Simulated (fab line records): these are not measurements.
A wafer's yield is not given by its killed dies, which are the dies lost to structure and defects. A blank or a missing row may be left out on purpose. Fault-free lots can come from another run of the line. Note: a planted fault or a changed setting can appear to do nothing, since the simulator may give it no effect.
fab line records | flow gf180mcu
[record] lots = 24 | wafers = 72 | last_day = 34
route steps=602 shown SALICIDE@283 V2@383 M3@411 V5@564
lots untouched by any fault: they come from a run of this same line in which no faults occurred
start_h: the number of hours between the record's first day and the start of the first shown wafer of the lot | wait_h: hours from the lot's prior step to this one | " as in the row above | L1.1+2: one row covering several wafers at once | - value missing, or start not given | * or withheld: withheld | < > ~ a bound
route shown NAME@n: names a module that has steps shown in the file, with the first one's number in the route | usual: average and standard deviation across the fault-free wafers | same: alike in all rows | chamber/n: place in a boat | sites: per-site readings | _std_site: the values' standard deviation | _edge_site: inner sites' mean taken away from outer sites' mean | radius_mm: for every site, how far away it sits from the centre of the wafer | mask NAME#n: copy n | behind: the last tool/chamber to shape the wafer | hold: the reason the lot was held/the length of the hold in hours/how it ended | device: the transistor (n, p or np) that didn't switch | end of line: the tests these same wafers got at the end of their route | step lacking rows: just its recipe | killed: at the first sort, the dies lost to defects and structure; wafer yield is something else | map: a wafer's dies, x killed, . not, _ none there
set.NAME: the setting that was run; set.NAME@STEP: the one run at that earlier step | model.NAME: the simulator's own value behind a step, which no gauge read
the route's steps for a sample of lots (tables are steps, rows are wafers)
services: when a tool's chamber went out of use (start_h, in hours from the record's first day, below 0 if earlier), for how many hours, and the reason
[[steps]]
[step GF_SALICIDE_THK_MEAS_05]
[recipe] thk_meas_gauge = xrf | reads = TiN_of_SALICIDE_SPUTTER_03
[usual] SALICIDE_TIN_THK = 19.82/0.23
lot.wafer | tool          | chamber | start_h | wait_h | SALICIDE_TIN_THK[nm]
L074.1    | film_metro-03 | -       | 336.35  | 0.1    | 19.82
L074.4    | "             | -       | "       | "      | 19.49
L074.6    | "             | -       | "       | "      | 19.95
L075.1    | film_metro-04 | -       | 346.86  | 0.1    | 19.76
L075.5    | "             | -       | "       | "      | 19.78
L075.6    | "             | -       | "       | "      | 19.54
L076.1    | film_metro-03 | -       | 354.94  | 0.1    | 19.88
L076.4    | "             | -       | "       | "      | 20.29
L076.5    | "             | -       | "       | "      | 20.43
L077.1    | film_metro-04 | -       | 363.35  | 0.1    | 19.74
L077.3    | "             | -       | "       | "      | 19.84
L077.4    | "             | -       | "       | "      | 19.94
L078.1    | film_metro-02 | -       | 371.90  | 0.1    | 19.87
L078.5    | "             | -       | "       | "      | 19.73
L078.6    | "             | -       | "       | "      | 20.09
L079.2    | film_metro-04 | -       | 383.08  | 0.1    | 20.19
L079.5    | "             | -       | "       | "      | 20.11
L079.6    | "             | -       | "       | "      | 20.11
L080.1    | film_metro-02 | -       | 390.97  | 0.1    | 19.60
L080.5    | "             | -       | "       | "      | 19.73
L080.6    | "             | -       | "       | "      | 19.49
L081.2    | film_metro-02 | -       | 401.25  | 0.1    | 19.65
L081.4    | "             | -       | "       | "      | 19.70
L081.5    | "             | -       | "       | "      | 19.60
L082.4    | film_metro-02 | -       | 410.93  | 0.1    | 19.71
L082.5    | "             | -       | "       | "      | 19.76
L082.6    | "             | -       | "       | "      | 19.61
L083.2    | film_metro-04 | -       | 422.42  | 0.1    | 19.87
L083.3    | "             | -       | "       | "      | 19.89
L083.6    | "             | -       | "       | "      | 20.06
L084.3    | film_metro-03 | -       | 426.33  | 0.1    | 19.82
L084.4    | "             | -       | "       | "      | 20.15
L084.6    | "             | -       | "       | "      | 19.93
L085.3    | film_metro-04 | -       | 433.92  | 0.1    | 19.90
L085.4    | "             | -       | "       | "      | 20.00
L085.5    | "             | -       | "       | "      | 19.98
L086.1    | film_metro-03 | -       | 446.34  | 0.1    | 19.86
L086.3    | "             | -       | "       | "      | 20.09
L086.4    | "             | -       | "       | "      | 20.01
L087.1    | film_metro-04 | -       | 453.81  | 0.1    | 19.94
L087.3    | "             | -       | "       | "      | 20.11
L087.4    | "             | -       | "       | "      | 20.43
L088.2    | film_metro-02 | -       | 462.16  | 0.1    | 19.73
L088.4    | "             | -       | "       | "      | 19.82
L088.6    | "             | -       | "       | "      | 19.61
L089.1    | film_metro-02 | -       | 472.80  | 0.1    | 19.81
L089.4    | "             | -       | "       | "      | 19.67
L089.6    | "             | -       | "       | "      | 19.56
L090.2    | film_metro-02 | -       | 478.51  | 0.1    | 19.88
L090.4    | "             | -       | "       | "      | 19.48
L090.5    | "             | -       | "       | "      | 19.54
L091.1    | film_metro-02 | -       | 489.94  | 0.1    | 19.44
L091.3    | "             | -       | "       | "      | 19.49
L091.5    | "             | -       | "       | "      | 19.84
L092.2    | film_metro-02 | -       | 494.80  | 0.1    | 19.70
L092.3    | "             | -       | "       | "      | 19.64
L092.5    | "             | -       | "       | "      | 19.77
L093.1    | film_metro-02 | -       | 505.24  | 0.1    | 19.71
L093.2    | "             | -       | "       | "      | 19.39
L093.4    | "             | -       | "       | "      | 19.51
L094.2    | film_metro-03 | -       | 512.92  | 0.1    | 19.40
L094.3    | "             | -       | "       | "      | 19.63
L094.4    | "             | -       | "       | "      | 20.06
L095.1    | film_metro-03 | -       | 518.76  | 0.1    | 19.95
L095.3    | "             | -       | "       | "      | 20.32
L095.6    | "             | -       | "       | "      | 20.19
L096.2    | film_metro-02 | -       | 529.01  | 0.1    | 20.08
L096.3    | "             | -       | "       | "      | 20.06
L096.4    | "             | -       | "       | "      | 20.07
L097.1    | film_metro-03 | -       | 535.46  | 0.1    | 19.51
L097.2    | "             | -       | "       | "      | 19.88
L097.5    | "             | -       | "       | "      | 19.82
[step GF_V2_THK_MEAS_01]
[recipe] reads = SiO2_of_V2_CVD_00
[usual] V2_CVD_00_THK = 599/6.3
lot.wafer | tool          | chamber | start_h | wait_h | V2_CVD_00_THK[nm]
L074.1    | film_metro-01 | -       | 434.57  | 0.0    | 602
L074.4    | "             | -       | "       | "      | 601
L074.6    | "             | -       | "       | "      | 602
L075.1    | film_metro-03 | -       | 445.40  | 0.1    | 601
L075.5    | "             | -       | "       | "      | 597
L075.6    | "             | -       | "       | "      | 593
L076.1    | film_metro-01 | -       | 454.42  | 0.0    | 607
L076.4    | "             | -       | "       | "      | 592
L076.5    | "             | -       | "       | "      | 599
L077.1    | film_metro-03 | -       | 464.26  | 0.0    | 606
L077.3    | "             | -       | "       | "      | 605
L077.4    | "             | -       | "       | "      | 611
L078.1    | film_metro-03 | -       | 471.98  | 0.0    | 606
L078.5    | "             | -       | "       | "      | 594
L078.6    | "             | -       | "       | "      | 603
L079.2    | film_metro-03 | -       | 483.07  | 0.0    | 597
L079.5    | "             | -       | "       | "      | 597
L079.6    | "             | -       | "       | "      | 598
L080.1    | film_metro-01 | -       | 492.52  | 0.0    | 603
L080.5    | "             | -       | "       | "      | 593
L080.6    | "             | -       | "       | "      | 596
L081.2    | film_metro-03 | -       | 503.22  | 0.1    | 588
L081.4    | "             | -       | "       | "      | 594
L081.5    | "             | -       | "       | "      | 590
L082.4    | film_metro-04 | -       | 511.81  | 0.0    | 596
L082.5    | "             | -       | "       | "      | 604
L082.6    | "             | -       | "       | "      | 596
L083.2    | film_metro-04 | -       | 522.75  | 0.0    | 594
L083.3    | "             | -       | "       | "      | 605
L083.6    | "             | -       | "       | "      | 595
L084.3    | film_metro-01 | -       | 527.53  | 0.1    | 604
L084.4    | "             | -       | "       | "      | 603
L084.6    | "             | -       | "       | "      | 600
L085.3    | film_metro-04 | -       | 534.73  | 0.1    | 600
L085.4    | "             | -       | "       | "      | 589
L085.5    | "             | -       | "       | "      | 598
L086.1    | film_metro-03 | -       | 546.51  | 0.0    | 600
L086.3    | "             | -       | "       | "      | 603
L086.4    | "             | -       | "       | "      | 599
L087.1    | film_metro-01 | -       | 554.11  | 0.1    | 604
L087.3    | "             | -       | "       | "      | 605
L087.4    | "             | -       | "       | "      | 604
L088.2    | film_metro-04 | -       | 560.97  | 0.0    | 603
L088.4    | "             | -       | "       | "      | 604
L088.6    | "             | -       | "       | "      | 607
L089.1    | film_metro-03 | -       | 570.82  | 0.0    | 612
L089.4    | "             | -       | "       | "      | 596
L089.6    | "             | -       | "       | "      | 605
L090.2    | film_metro-01 | -       | 576.80  | 0.1    | 608
L090.4    | "             | -       | "       | "      | 597
L090.5    | "             | -       | "       | "      | 602
L091.1    | film_metro-03 | -       | 586.65  | 0.0    | 592
L091.3    | "             | -       | "       | "      | 607
L091.5    | "             | -       | "       | "      | 595
L092.2    | film_metro-01 | -       | 592.22  | 0.0    | 602
L092.3    | "             | -       | "       | "      | 591
L092.5    | "             | -       | "       | "      | 603
L093.1    | film_metro-03 | -       | 600.45  | 0.0    | 606
L093.2    | "             | -       | "       | "      | 600
L093.4    | "             | -       | "       | "      | 595
L094.2    | film_metro-03 | -       | 608.39  | 0.0    | 591
L094.3    | "             | -       | "       | "      | 592
L094.4    | "             | -       | "       | "      | 587
L095.1    | film_metro-03 | -       | 610.79  | 0.0    | 606
L095.3    | "             | -       | "       | "      | 611
L095.6    | "             | -       | "       | "      | 605
L096.2    | film_metro-01 | -       | 621.97  | 0.0    | 609
L096.3    | "             | -       | "       | "      | 600
L096.4    | "             | -       | "       | "      | 608
L097.1    | film_metro-04 | -       | 628.63  | 0.0    | 603
L097.2    | "             | -       | "       | "      | 599
L097.5    | "             | -       | "       | "      | 602
[step GF_V2_RS_MEAS_24]
[recipe] thk_meas_gauge = four-point-probe | reads = W_of_V2_CVD_23+TiN_of_V2_SPUTTER_22+Ti_of_V2_SPUTTER_21
[usual] V2_W_RS = 0.327/0.0049
lot.wafer | tool          | chamber | start_h | wait_h | V2_W_RS[ohm/sq]
L074.1    | film_metro-03 | -       | 460.24  | 0.1    | 0.328
L074.4    | "             | -       | "       | "      | 0.330
L074.6    | "             | -       | "       | "      | 0.331
L075.1    | film_metro-03 | -       | 471.52  | 0.2    | 0.329
L075.5    | "             | -       | "       | "      | 0.331
L075.6    | "             | -       | "       | "      | 0.333
L076.1    | film_metro-03 | -       | 480.53  | 0.1    | 0.327
L076.4    | "             | -       | "       | "      | 0.326
L076.5    | "             | -       | "       | "      | 0.330
L077.1    | film_metro-03 | -       | 489.62  | 0.1    | 0.333
L077.3    | "             | -       | "       | "      | 0.326
L077.4    | "             | -       | "       | "      | 0.331
L078.1    | film_metro-01 | -       | 497.65  | 0.1    | 0.334
L078.5    | "             | -       | "       | "      | 0.333
L078.6    | "             | -       | "       | "      | 0.322
L079.2    | film_metro-01 | -       | 508.89  | 0.1    | 0.332
L079.5    | "             | -       | "       | "      | 0.327
L079.6    | "             | -       | "       | "      | 0.320
L080.1    | film_metro-01 | -       | 517.06  | 0.1    | 0.319
L080.5    | "             | -       | "       | "      | 0.320
L080.6    | "             | -       | "       | "      | 0.329
L081.2    | film_metro-03 | -       | 527.77  | 0.1    | 0.324
L081.4    | "             | -       | "       | "      | 0.321
L081.5    | "             | -       | "       | "      | 0.319
L082.4    | film_metro-04 | -       | 535.58  | 0.1    | 0.334
L082.5    | "             | -       | "       | "      | 0.333
L082.6    | "             | -       | "       | "      | 0.322
L083.2    | film_metro-03 | -       | 546.94  | 0.1    | 0.318
L083.3    | "             | -       | "       | "      | 0.329
L083.6    | "             | -       | "       | "      | 0.317
L084.3    | film_metro-04 | -       | 552.48  | 0.1    | 0.329
L084.4    | "             | -       | "       | "      | 0.323
L084.6    | "             | -       | "       | "      | 0.320
L085.3    | film_metro-04 | -       | 558.15  | 0.1    | 0.326
L085.4    | "             | -       | "       | "      | 0.328
L085.5    | "             | -       | "       | "      | 0.324
L086.1    | film_metro-04 | -       | 569.84  | 0.1    | 0.327
L086.3    | "             | -       | "       | "      | 0.337
L086.4    | "             | -       | "       | "      | 0.327
L087.1    | film_metro-04 | -       | 578.05  | 0.1    | 0.332
L087.3    | "             | -       | "       | "      | 0.333
L087.4    | "             | -       | "       | "      | 0.328
L088.2    | film_metro-04 | -       | 584.61  | 0.1    | 0.324
L088.4    | "             | -       | "       | "      | 0.326
L088.6    | "             | -       | "       | "      | 0.324
L089.1    | film_metro-01 | -       | 593.68  | 0.1    | 0.325
L089.4    | "             | -       | "       | "      | 0.322
L089.6    | "             | -       | "       | "      | 0.326
L090.2    | film_metro-01 | -       | 599.50  | 0.1    | 0.331
L090.4    | "             | -       | "       | "      | 0.320
L090.5    | "             | -       | "       | "      | 0.324
L091.1    | film_metro-03 | -       | 608.98  | 0.1    | 0.321
L091.3    | "             | -       | "       | "      | 0.324
L091.5    | "             | -       | "       | "      | 0.327
L092.2    | film_metro-03 | -       | 615.12  | 0.1    | 0.331
L092.3    | "             | -       | "       | "      | 0.326
L092.5    | "             | -       | "       | "      | 0.329
L093.1    | film_metro-04 | -       | 622.42  | 0.1    | 0.323
L093.2    | "             | -       | "       | "      | 0.325
L093.4    | "             | -       | "       | "      | 0.324
L094.2    | film_metro-03 | -       | 630.39  | 0.1    | 0.331
L094.3    | "             | -       | "       | "      | 0.319
L094.4    | "             | -       | "       | "      | 0.332
L095.1    | film_metro-03 | -       | 632.85  | 0.1    | 0.324
L095.3    | "             | -       | "       | "      | 0.318
L095.6    | "             | -       | "       | "      | 0.329
L096.2    | film_metro-03 | -       | 644.07  | 0.1    | 0.334
L096.3    | "             | -       | "       | "      | 0.332
L096.4    | "             | -       | "       | "      | 0.321
L097.1    | film_metro-03 | -       | 649.95  | 0.1    | 0.331
L097.2    | "             | -       | "       | "      | 0.322
L097.5    | "             | -       | "       | "      | 0.334
[step GF_M3_SPUTTER_02]
[recipe] material = AlCu | target_thk_nm = 450 | power_w = 10600 | time_s = 23.9 | chamber_pressure_pa = 0.4
[usual] throttle_valve_pct = 30.4/1
[same] time_s = 23.9
lot.wafer | tool           | chamber | start_h | wait_h | throttle_valve_pct
L074.1    | pvd_sputter-04 | -       | 460.85  | 0.0    | 31.5
L074.4    | "              | -       | "       | "      | 28.3
L074.6    | "              | -       | "       | "      | 30.9
L075.1    | pvd_sputter-03 | -       | 472.13  | 0.0    | 29.6
L075.5    | "              | -       | "       | "      | 30.1
L075.6    | "              | -       | "       | "      | 29.8
L076.1    | pvd_sputter-04 | -       | 481.15  | 0.0    | 28.7
L076.4    | "              | -       | "       | "      | 31.1
L076.5    | "              | -       | "       | "      | 30.8
L077.1    | pvd_sputter-01 | -       | 490.30  | 0.0    | 30.8
L077.3    | "              | -       | "       | "      | 30.2
L077.4    | "              | -       | "       | "      | 30.7
L078.1    | pvd_sputter-01 | -       | 498.26  | 0.0    | 30.6
L078.5    | "              | -       | "       | "      | 29.8
L078.6    | "              | -       | "       | "      | 30.7
L079.2    | pvd_sputter-04 | -       | 509.48  | 0.0    | 31.5
L079.5    | "              | -       | "       | "      | 28.7
L079.6    | "              | -       | "       | "      | 31.2
L080.1    | pvd_sputter-03 | -       | 517.67  | 0.0    | 29.9
L080.5    | "              | -       | "       | "      | 30.1
L080.6    | "              | -       | "       | "      | 30.1
L081.2    | pvd_sputter-03 | -       | 528.36  | 0.0    | 29.7
L081.4    | "              | -       | "       | "      | 28.2
L081.5    | "              | -       | "       | "      | 28.2
L082.4    | pvd_sputter-03 | -       | 536.13  | 0.0    | 27.9
L082.5    | "              | -       | "       | "      | 29.9
L082.6    | "              | -       | "       | "      | 30.4
L083.2    | pvd_sputter-01 | -       | 547.53  | 0.0    | 31.2
L083.3    | "              | -       | "       | "      | 30.8
L083.6    | "              | -       | "       | "      | 31.0
L084.3    | pvd_sputter-04 | -       | 553.05  | 0.0    | 31.3
L084.4    | "              | -       | "       | "      | 28.4
L084.6    | "              | -       | "       | "      | 31.6
L085.3    | pvd_sputter-01 | -       | 558.89  | 0.0    | 31.0
L085.4    | "              | -       | "       | "      | 29.9
L085.5    | "              | -       | "       | "      | 30.0
L086.1    | pvd_sputter-03 | -       | 570.45  | 0.0    | 29.8
L086.3    | "              | -       | "       | "      | 28.0
L086.4    | "              | -       | "       | "      | 30.1
L087.1    | pvd_sputter-04 | -       | 578.66  | 0.0    | 28.5
L087.3    | "              | -       | "       | "      | 31.4
L087.4    | "              | -       | "       | "      | 31.4
L088.2    | pvd_sputter-01 | -       | 585.20  | 0.0    | 30.4
L088.4    | "              | -       | "       | "      | 30.7
L088.6    | "              | -       | "       | "      | 31.0
L089.1    | pvd_sputter-04 | -       | 594.29  | 0.0    | 31.3
L089.4    | "              | -       | "       | "      | 30.8
L089.6    | "              | -       | "       | "      | 28.6
L090.2    | pvd_sputter-01 | -       | 600.09  | 0.0    | 31.2
L090.4    | "              | -       | "       | "      | 30.6
L090.5    | "              | -       | "       | "      | 29.9
L091.1    | pvd_sputter-01 | -       | 609.59  | 0.0    | 31.2
L091.3    | "              | -       | "       | "      | 30.8
L091.5    | "              | -       | "       | "      | 30.8
L092.2    | pvd_sputter-01 | -       | 615.71  | 0.0    | 30.7
L092.3    | "              | -       | "       | "      | 30.9
L092.5    | "              | -       | "       | "      | 31.0
L093.1    | pvd_sputter-04 | -       | 623.03  | 0.0    | 28.4
L093.2    | "              | -       | "       | "      | 31.4
L093.4    | "              | -       | "       | "      | 31.3
L094.2    | pvd_sputter-04 | -       | 630.98  | 0.0    | 28.5
L094.3    | "              | -       | "       | "      | 31.4
L094.4    | "              | -       | "       | "      | 30.8
L095.1    | pvd_sputter-04 | -       | 633.46  | 0.0    | 31.5
L095.3    | "              | -       | "       | "      | 31.3
L095.6    | "              | -       | "       | "      | 28.5
L096.2    | pvd_sputter-04 | -       | 644.66  | 0.0    | 31.5
L096.3    | "              | -       | "       | "      | 30.8
L096.4    | "              | -       | "       | "      | 30.8
L097.1    | pvd_sputter-04 | -       | 650.56  | 0.0    | 31.5
L097.2    | "              | -       | "       | "      | 31.5
L097.5    | "              | -       | "       | "      | 31.1
[step GF_M3_SPUTTER_04]
[recipe] material = TiN | target_thk_nm = 50 | power_w = 6500 | time_s = 41.7 | chamber_pressure_pa = 0.4
[usual] throttle_valve_pct = 30.4/0.99
[same] time_s = 41.7
lot.wafer | tool           | chamber | start_h | wait_h | throttle_valve_pct
L074.1    | pvd_sputter-04 | -       | 460.90  | 0.0    | 31.2
L074.4    | "              | -       | "       | "      | 28.3
L074.6    | "              | -       | "       | "      | 30.9
L075.1    | pvd_sputter-03 | -       | 472.18  | 0.0    | 29.9
L075.5    | "              | -       | "       | "      | 30.2
L075.6    | "              | -       | "       | "      | 29.7
L076.1    | pvd_sputter-04 | -       | 481.20  | 0.0    | 28.5
L076.4    | "              | -       | "       | "      | 31.4
L076.5    | "              | -       | "       | "      | 31.0
L077.1    | pvd_sputter-01 | -       | 490.35  | 0.0    | 30.7
L077.3    | "              | -       | "       | "      | 29.9
L077.4    | "              | -       | "       | "      | 30.6
L078.1    | pvd_sputter-01 | -       | 498.31  | 0.0    | 31.0
L078.5    | "              | -       | "       | "      | 30.0
L078.6    | "              | -       | "       | "      | 30.9
L079.2    | pvd_sputter-04 | -       | 509.53  | 0.0    | 31.4
L079.5    | "              | -       | "       | "      | 28.4
L079.6    | "              | -       | "       | "      | 31.3
L080.1    | pvd_sputter-03 | -       | 517.72  | 0.0    | 29.9
L080.5    | "              | -       | "       | "      | 30.2
L080.6    | "              | -       | "       | "      | 30.5
L081.2    | pvd_sputter-03 | -       | 528.41  | 0.0    | 29.6
L081.4    | "              | -       | "       | "      | 28.1
L081.5    | "              | -       | "       | "      | 27.7
L082.4    | pvd_sputter-03 | -       | 536.18  | 0.0    | 27.8
L082.5    | "              | -       | "       | "      | 30.3
L082.6    | "              | -       | "       | "      | 30.1
L083.2    | pvd_sputter-01 | -       | 547.58  | 0.0    | 30.9
L083.3    | "              | -       | "       | "      | 30.9
L083.6    | "              | -       | "       | "      | 31.3
L084.3    | pvd_sputter-04 | -       | 553.10  | 0.0    | 31.4
L084.4    | "              | -       | "       | "      | 28.4
L084.6    | "              | -       | "       | "      | 31.2
L085.3    | pvd_sputter-01 | -       | 558.94  | 0.0    | 31.0
L085.4    | "              | -       | "       | "      | 29.9
L085.5    | "              | -       | "       | "      | 30.0
L086.1    | pvd_sputter-03 | -       | 570.50  | 0.0    | 29.7
L086.3    | "              | -       | "       | "      | 28.0
L086.4    | "              | -       | "       | "      | 30.4
L087.1    | pvd_sputter-04 | -       | 578.71  | 0.0    | 28.2
L087.3    | "              | -       | "       | "      | 31.5
L087.4    | "              | -       | "       | "      | 31.4
L088.2    | pvd_sputter-01 | -       | 585.25  | 0.0    | 30.6
L088.4    | "              | -       | "       | "      | 30.9
L088.6    | "              | -       | "       | "      | 31.3
L089.1    | pvd_sputter-04 | -       | 594.34  | 0.0    | 31.3
L089.4    | "              | -       | "       | "      | 31.0
L089.6    | "              | -       | "       | "      | 28.4
L090.2    | pvd_sputter-01 | -       | 600.15  | 0.0    | 31.0
L090.4    | "              | -       | "       | "      | 30.6
L090.5    | "              | -       | "       | "      | 30.0
L091.1    | pvd_sputter-01 | -       | 609.64  | 0.0    | 30.9
L091.3    | "              | -       | "       | "      | 30.9
L091.5    | "              | -       | "       | "      | 30.8
L092.2    | pvd_sputter-01 | -       | 615.76  | 0.0    | 30.7
L092.3    | "              | -       | "       | "      | 31.2
L092.5    | "              | -       | "       | "      | 31.0
L093.1    | pvd_sputter-04 | -       | 623.09  | 0.0    | 28.6
L093.2    | "              | -       | "       | "      | 30.9
L093.4    | "              | -       | "       | "      | 31.5
L094.2    | pvd_sputter-04 | -       | 631.03  | 0.0    | 28.8
L094.3    | "              | -       | "       | "      | 31.1
L094.4    | "              | -       | "       | "      | 31.2
L095.1    | pvd_sputter-04 | -       | 633.51  | 0.0    | 31.4
L095.3    | "              | -       | "       | "      | 31.3
L095.6    | "              | -       | "       | "      | 28.5
L096.2    | pvd_sputter-04 | -       | 644.71  | 0.0    | 31.8
L096.3    | "              | -       | "       | "      | 30.8
L096.4    | "              | -       | "       | "      | 30.7
L097.1    | pvd_sputter-04 | -       | 650.61  | 0.0    | 31.3
L097.2    | "              | -       | "       | "      | 31.4
L097.5    | "              | -       | "       | "      | 30.7
[step GF_V5_RS_MEAS_24]
[recipe] thk_meas_gauge = four-point-probe | reads = W_of_V5_CVD_23+TiN_of_V5_SPUTTER_22+Ti_of_V5_SPUTTER_21
[usual] V5_W_RS = 0.328/0.0057
lot.wafer | tool          | chamber | start_h | wait_h | V5_W_RS[ohm/sq]
L074.1    | film_metro-02 | -       | 625.87  | 0.1    | 0.322
L074.4    | "             | -       | "       | "      | 0.320
L074.6    | "             | -       | "       | "      | 0.325
L075.1    | film_metro-03 | -       | 635.88  | 0.1    | 0.331
L075.5    | "             | -       | "       | "      | 0.332
L075.6    | "             | -       | "       | "      | 0.329
L076.1    | film_metro-02 | -       | 644.58  | 0.1    | 0.337
L076.4    | "             | -       | "       | "      | 0.342
L076.5    | "             | -       | "       | "      | 0.332
L077.1    | film_metro-02 | -       | 651.58  | 0.1    | 0.337
L077.3    | "             | -       | "       | "      | 0.333
L077.4    | "             | -       | "       | "      | 0.335
L078.1    | film_metro-03 | -       | 659.35  | 0.1    | 0.320
L078.5    | "             | -       | "       | "      | 0.317
L078.6    | "             | -       | "       | "      | 0.326
L079.2    | film_metro-01 | -       | 667.66  | 0.1    | 0.328
L079.5    | "             | -       | "       | "      | 0.329
L079.6    | "             | -       | "       | "      | 0.330
L080.1    | film_metro-03 | -       | 673.87  | 0.1    | 0.329
L080.5    | "             | -       | "       | "      | 0.333
L080.6    | "             | -       | "       | "      | 0.329
L081.2    | film_metro-01 | -       | 682.60  | 0.2    | 0.324
L081.4    | "             | -       | "       | "      | 0.322
L081.5    | "             | -       | "       | "      | 0.320
L082.4    | film_metro-03 | -       | 689.34  | 0.1    | 0.324
L082.5    | "             | -       | "       | "      | 0.327
L082.6    | "             | -       | "       | "      | 0.322
L083.2    | film_metro-03 | -       | 699.06  | 0.2    | 0.331
L083.3    | "             | -       | "       | "      | 0.332
L083.6    | "             | -       | "       | "      | 0.332
L084.3    | film_metro-03 | -       | 702.82  | 0.1    | 0.325
L084.4    | "             | -       | "       | "      | 0.325
L084.6    | "             | -       | "       | "      | 0.328
L085.3    | film_metro-01 | -       | 708.99  | 0.1    | 0.322
L085.4    | "             | -       | "       | "      | 0.326
L085.5    | "             | -       | "       | "      | 0.328
L086.1    | film_metro-03 | -       | 720.05  | 0.1    | 0.328
L086.3    | "             | -       | "       | "      | 0.320
L086.4    | "             | -       | "       | "      | 0.330
L088.2    | film_metro-03 | -       | 730.34  | 0.1    | 0.327
L088.4    | "             | -       | "       | "      | 0.339
L088.6    | "             | -       | "       | "      | 0.333
L087.1    | film_metro-02 | -       | 735.16  | 0.1    | 0.336
L087.3    | "             | -       | "       | "      | 0.335
L087.4    | "             | -       | "       | "      | 0.330
L089.1    | film_metro-02 | -       | 738.64  | 0.1    | 0.326
L089.4    | "             | -       | "       | "      | 0.323
L089.6    | "             | -       | "       | "      | 0.334
L090.2    | film_metro-02 | -       | 741.26  | 0.1    | 0.321
L090.4    | "             | -       | "       | "      | 0.323
L090.5    | "             | -       | "       | "      | 0.330
L091.1    | film_metro-02 | -       | 751.09  | 0.1    | 0.341
L091.3    | "             | -       | "       | "      | 0.338
L091.5    | "             | -       | "       | "      | 0.343
L092.2    | film_metro-02 | -       | 756.44  | 0.1    | 0.318
L092.3    | "             | -       | "       | "      | 0.323
L092.5    | "             | -       | "       | "      | 0.322
L093.1    | film_metro-02 | -       | 760.52  | 0.1    | 0.320
L093.2    | "             | -       | "       | "      | 0.324
L093.4    | "             | -       | "       | "      | 0.324
L094.2    | film_metro-03 | -       | 767.75  | 0.1    | 0.326
L094.3    | "             | -       | "       | "      | 0.329
L094.4    | "             | -       | "       | "      | 0.326
L095.1    | film_metro-03 | -       | 768.90  | 0.1    | 0.327
L095.3    | "             | -       | "       | "      | 0.324
L095.6    | "             | -       | "       | "      | 0.323
L096.2    | film_metro-02 | -       | 780.61  | 0.1    | 0.330
L096.3    | "             | -       | "       | "      | 0.327
L096.4    | "             | -       | "       | "      | 0.328
L097.1    | film_metro-02 | -       | 784.93  | 0.1    | 0.326
L097.2    | "             | -       | "       | "      | 0.317
L097.5    | "             | -       | "       | "      | 0.319
[[services]]
tool           | chamber | start_h | hours | kind
pvd_sputter-01 | 1       | 455.98  | -     | consumable_replace:kit
pvd_sputter-01 | 1       | 455.98  | 18.0  | scheduled_down
pvd_sputter-01 | 1       | 455.98  | 18.0  | vent_cycle
pvd_sputter-04 | 1       | 515.81  | -     | consumable_replace:kit
pvd_sputter-04 | 1       | 515.81  | 18.0  | scheduled_down
pvd_sputter-04 | 1       | 515.81  | 18.0  | vent_cycle
pvd_sputter-03 | -       | 573.68  | 3.8   | repair
pvd_sputter-03 | -       | 574.17  | 4.4   | repair
pvd_sputter-04 | -       | 582.85  | 8.4   | repair
pvd_sputter-03 | -       | 593.28  | 105.8 | repair
pvd_sputter-01 | -       | 593.74  | 5.9   | repair
pvd_sputter-01 | -       | 618.58  | 2.3   | repair
pvd_sputter-04 | 0       | 638.15  | -     | consumable_replace:kit
pvd_sputter-04 | 0       | 638.15  | 18.0  | scheduled_down
pvd_sputter-04 | 0       | 638.15  | 18.0  | vent_cycle
[[key]]
fault none
